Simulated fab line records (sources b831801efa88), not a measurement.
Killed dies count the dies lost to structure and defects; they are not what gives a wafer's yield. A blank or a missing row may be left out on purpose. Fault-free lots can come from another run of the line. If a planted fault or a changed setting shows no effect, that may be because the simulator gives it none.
Struck lot and sound lot, side by side | flow gf180mcu | 20 steps out of a route of 602
Sound: the wafers L346.2, L346.5, L346.6. Struck: wafers L349.1, L349.3, L349.6. The cause is named last.
Each step with rows lists, per side, the tool, then ch with its chambers, then its first start. Under that, the readings that differ: sound wafers | struck wafers | difference of the means | sigmas: that difference in standard deviations of wafers without a fault.
alike: readings whose means differ by less than 2 such deviations, and words and numbers that are the same on both sides. not compared: withheld readings, readings that some wafer has no value for, bounds like >300 that may hide the same value, and numbers for which the record gives no deviation and whose values overlap.
Wherever a step has rows on one side only, a row that says differs or no value, or a row with sigmas, the two part there. Numbers that have no deviation but don't overlap get no sigmas and don't part them. A reading that every wafer of one side lacks parts them only if that side has two wafers or more.

first, 4 steps without rows for these wafers: GF_VT_IMPLANT_SOFTBAKE_14 (time 60 s); GF_VT_IMPLANT_EXPOSE_15 (exposes mask Nwell LV AREA, target cd 860 nm); GF_VT_IMPLANT_PEB_16; GF_VT_IMPLANT_DEVELOP_17 (develop time 60 s).
GF_VT_IMPLANT_OVL_MEAS_18:
  struck on overlay-02, day 8 15:01; sound on overlay-02, day 7 19:13
  alike: VT_IMPLANT_01_OVL
next, for these wafers, 1 step has no rows: GF_VT_IMPLANT_IMPLANT_19.
GF_VT_IMPLANT_STRIP_20: strips in O2/N2.
  sound on plasmaAsher-04 ch 0,1, day 7 19:24; struck on plasmaAsher-01 ch 0,1, day 8 15:12
  alike: drypumpMotorCurrentA, heaterPowerW, oesProductAu, stripTimeToEndpointS
  not compared: rfHoursCounterH
GF_VT_IMPLANT_TW_MEAS_21:
  struck on filmMetro-02, day 8 15:18; sound on filmMetro-01, day 7 19:31
  alike: VT_IMPLANT_2_TW
then, 4 steps without rows for these wafers: GF_VT_IMPLANT_DEHYDRATE_22 (time 60 s); GF_VT_IMPLANT_HMDS_23 (prime time 60 s); GF_VT_IMPLANT_COAT_24 (resist thk 1000 nm); GF_VT_IMPLANT_SOFTBAKE_25 (time 60 s).
GF_VT_IMPLANT_EXPOSE_26: exposes mask LVPWELL HV AREA, target cd 860 nm.
  sound on ilineStepper-01 ch 0, day 8 03:27; struck on ilineStepper-01 ch 0, day 8 23:11
reading | sound                                                 | struck                                          | difference | sigmas
mask    | LVPWELL_HV_AREA#0 LVPWELL_HV_AREA#0 LVPWELL_HV_AREA#0 | Nwell_LV_AREA#0 Nwell_LV_AREA#0 Nwell_LV_AREA#0 | differs    | 
  alike: stageVelMmS
then, 2 steps without rows for these wafers: GF_VT_IMPLANT_PEB_27; GF_VT_IMPLANT_DEVELOP_28 (develop time 60 s).
GF_VT_IMPLANT_OVL_MEAS_29:
  struck on overlay-02, day 9 07:32; sound on overlay-01, day 8 11:37
reading                | sound          | struck | difference                    | sigmas
VT_IMPLANT_02_OVL (nm) | -0.9 -1.4 -2.7 | - - -  | no value on the struck wafers | 
next, for these wafers, 1 step has no rows: GF_VT_IMPLANT_IMPLANT_30.
GF_VT_IMPLANT_STRIP_31: strips in O2/N2.
  sound on plasmaAsher-01 ch 0,1, day 8 11:47; struck on plasmaAsher-04 ch 0,1, day 9 07:43
  alike: drypumpMotorCurrentA, heaterPowerW, oesProductAu, stripTimeToEndpointS
  not compared: rfHoursCounterH
GF_VT_IMPLANT_TW_MEAS_32:
  struck on filmMetro-02, day 9 08:02; sound on filmMetro-03, day 8 11:54
reading         | sound             | struck         | difference | sigmas
VT_IMPLANT_3_TW | 270.7 269.9 270.8 | 29.7 29.7 29.7 | -240.8     | -99 or more
  not compared: hold
GF_PASSIVATION_PROBE_99:
  the record has rows for the sound wafers here (prober-01, day 30 21:41) and none for the struck ones

## WHERE THEY PART
First at GF_VT_IMPLANT_EXPOSE_26; last, within this record, at GF_PASSIVATION_PROBE_99.

WHY: whatever the simulator had introduced
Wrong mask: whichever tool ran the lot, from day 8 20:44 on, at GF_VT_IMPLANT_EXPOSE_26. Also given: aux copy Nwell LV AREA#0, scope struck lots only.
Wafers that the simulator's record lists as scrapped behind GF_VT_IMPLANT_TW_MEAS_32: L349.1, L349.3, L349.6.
